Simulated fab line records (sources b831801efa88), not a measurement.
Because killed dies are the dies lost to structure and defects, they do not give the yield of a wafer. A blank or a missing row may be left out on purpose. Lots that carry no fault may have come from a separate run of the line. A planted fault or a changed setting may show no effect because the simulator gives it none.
Which tool was responsible?	flow sky130	15 lots, 45 wafers sampled, at 3 steps of a route of 708

## WHAT THE GAUGES SHOWED, per wafer
SKY_FIELD_ISO_BOW_MEAS_00. Usual: INCOMING_BOW 1 um, standard deviation 6.2.
lot	measured	on	INCOMING_BOW (um)	flag
L684	day 1 10:00	filmMetro-02	2 0 -13	
L685	day 1 15:01	filmMetro-03	-1 9 -4	
L686	day 1 20:00	filmMetro-03	7 -2 3	
L688	day 2 06:00	filmMetro-03	7 4 8	
L689	day 2 11:02	filmMetro-02	-10 6 -1	
L690	day 2 16:04	filmMetro-01	4 12 2	
L692	day 3 02:04	filmMetro-01	6 7 11	
L693	day 3 07:00	filmMetro-02	1 5 2	
L696	day 3 22:02	filmMetro-02	-1 7 4	
L697	day 4 03:01	filmMetro-01	5 0 8	
L698	day 4 08:00	filmMetro-01	12 1 -3	
L700	day 4 18:01	filmMetro-01	1 5 0	
L702	day 5 04:00	filmMetro-01	11 -1 9	
L703	day 5 09:00	filmMetro-03	-1 -4 11	
L704	day 5 14:00	filmMetro-02	-3 -12 10	

SKY_GATE_OXIDE_THK_MEAS_02. Usual: GATE_OXIDE_OXIDATION_00_THK 10.32 nm, standard deviation 0.23.
lot	measured	on	GATE_OXIDE_OXIDATION_00_THK (nm)	flag
L684	day 12 18:04	filmMetro-04	10.40 10.37 10.17	
L685	day 12 20:56	filmMetro-01	10.48 10.43 10.60	
L686	day 13 12:58	filmMetro-02	10.18 10.26 10.46	
L688	day 14 20:05	filmMetro-04	10.15 10.01 9.99	
L689	day 15 05:30	filmMetro-04	10.29 10.14 10.15	
L690	day 15 13:59	filmMetro-04	10.49 10.91 10.81	
L692	day 16 10:46	filmMetro-04	10.19 10.36 10.29	
L693	day 16 16:44	filmMetro-02	10.30 10.29 10.49	
L700	day 18 18:56	filmMetro-02	10.98 10.89 10.84	
L702	day 19 00:20	filmMetro-02	10.41 10.37 10.39	
L703	day 19 15:07	filmMetro-02	10.14 10.29 10.26	
L704	day 19 17:46	filmMetro-04	10.34 10.30 10.29	

## WHICH TOOL RAN EACH LOT (tool, then ch and the chambers of the sampled wafers, then the start)
lot	SKY_FIELD_ISO_EXPOSE_10
L684	krfScanner-01 ch 0, day 1 23:50
L685	krfScanner-01 ch 0, day 2 02:19
L686	krfScanner-02 ch 0, day 2 08:07
L688	krfScanner-01 ch 0, day 2 19:27
L689	krfScanner-02 ch 0, day 2 23:43
L690	krfScanner-01 ch 0, day 3 04:32
L692	krfScanner-01 ch 0, day 3 19:05
L693	krfScanner-01 ch 0, day 4 03:44
L696	krfScanner-02, day 4 13:41
L697	krfScanner-02, day 4 22:56
L698	krfScanner-01, day 4 22:34
L700	krfScanner-02 ch 0, day 5 09:29
L702	krfScanner-01 ch 0, day 5 18:40
L703	krfScanner-01 ch 0, day 6 00:47
L704	krfScanner-01 ch 0, day 6 05:05
- SKY_FIELD_ISO_EXPOSE_10: exposes mask FOM, target cd 150 nm.

## WHAT THE TOOLS THEMSELVES READ (means of the sampled wafers that have a number; where no wafer has one, the mark that the record gives instead)
SKY_FIELD_ISO_EXPOSE_10. Usual: exposureDoseMJCm2 28.006, standard deviation 0.029; focusOffsetNm -0.2 nm, standard deviation 0.52.
lot	tool	exposureDoseMJCm2	focusOffsetNm (nm)	flag
L684	krfScanner-01	28.029	-0.3	
L685	krfScanner-01	28.020	-0.4	
L686	krfScanner-02	28.024	0.1	
L688	krfScanner-01	27.999	0.3	
L689	krfScanner-02	28.020	-0.1	
L690	krfScanner-01	27.974	-0.7	
L692	krfScanner-01	28.045	0.2	
L693	krfScanner-01	27.994	-0.6	
L696	krfScanner-02	-	-	OFF
L697	krfScanner-02	-	-	OFF
L698	krfScanner-01	-	-	OFF
L700	krfScanner-02	28.029	0.7	
L702	krfScanner-01	27.978	0.2	
L703	krfScanner-01	28.047	0.3	
L704	krfScanner-01	28.018	-0.5	

## THE ANSWER, worked out from the rows above alone
Rule: lot off if the mean of its wafers having a number is beyond 3 standard deviations from the usual mean. Also off: a lot with no number at a reading for which 4 or more lots have one. The other lots that the step has rows for count as sound. The gauges are gone through in route order, then the tools' own readings, and for those a lot's mean is taken as printed above. The first step at which some lot is off is used, and at that step the reading that is off furthest; a lot without a number counts as furthest.
Off: L696, L697, L698, at SKY_FIELD_ISO_EXPOSE_10 (exposureDoseMJCm2). Without a number there: L696, L697, L698.
A tool fits if, at that step or a process step before it, it ran every lot that is off, and no sound lot after the first of them. Of those tried, none fits.

## WHAT THE SIMULATOR PUT IN
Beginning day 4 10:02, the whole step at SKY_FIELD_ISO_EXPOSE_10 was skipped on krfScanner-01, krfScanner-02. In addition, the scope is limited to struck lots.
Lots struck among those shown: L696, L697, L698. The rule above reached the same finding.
